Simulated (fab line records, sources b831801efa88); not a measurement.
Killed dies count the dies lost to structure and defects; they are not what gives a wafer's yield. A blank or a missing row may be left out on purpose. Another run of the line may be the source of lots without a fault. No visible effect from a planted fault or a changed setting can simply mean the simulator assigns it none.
Matching of chambers    flow sky130    SKY_CONTACT_CMP_04 on cmp-02: 4 sister chambers
The step polishes SiO2. 8 wafers are shown with their chamber, then 8 later ones without.

WAFERS PAIRED WITH THEIR CHAMBERS
wafer   chamber  motor_current_A (A)  time_to_endpoint_s (s)
L353.3  0        11.5                 81
L355.4  0        12.0                 85
L355.5  1        11.4                 76
L355.6  2        13.9                 78
L356.1  1        11.4                 80
L356.2  2        14.2                 82
L356.4  3        15.8                 81
L359.2  3        15.3                 77

WAFERS WITHOUT THEIR CHAMBER
wafer   motor_current_A (A)  time_to_endpoint_s (s)
L359.3  11.9                 78
L359.4  11.8                 79
L367.2  10.9                 75
L367.3  15.7                 78
L367.4  14.0                 75
L369.2  11.8                 76
L369.4  11.2                 78
L369.6  14.0                 76

THE CHAMBER EACH PASSED THROUGH
wafer   from the rows above      in truth
L359.3  can't be placed: 1 or 0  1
L359.4  can't be placed: 0 or 1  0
L367.2  1                        1
L367.3  3                        3
L367.4  2                        2
L369.2  can't be placed: 1 or 0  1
L369.4  can't be placed: 1 or 0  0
L369.6  2                        2
Correctly placed: 4 of 8. Can't be placed from these rows: 4 (the true chamber is among the candidates in 4). 0 placed wrongly.
How it was worked out, from the rows above alone: a wafer's distance from a chamber is the root of the sum, over the readings, of the square of ((its reading less the chamber's mean) divided by the reading's scatter). If the next closest chamber is less than 2 further off than the closest, the wafer can't be placed; otherwise it belongs to the closest. The mean given for a chamber averages the wafers shown for that chamber. The scatter: the root of (the sum of the squares of (reading less its chamber's mean) over the shown wafers, divided by (wafers less chambers)).
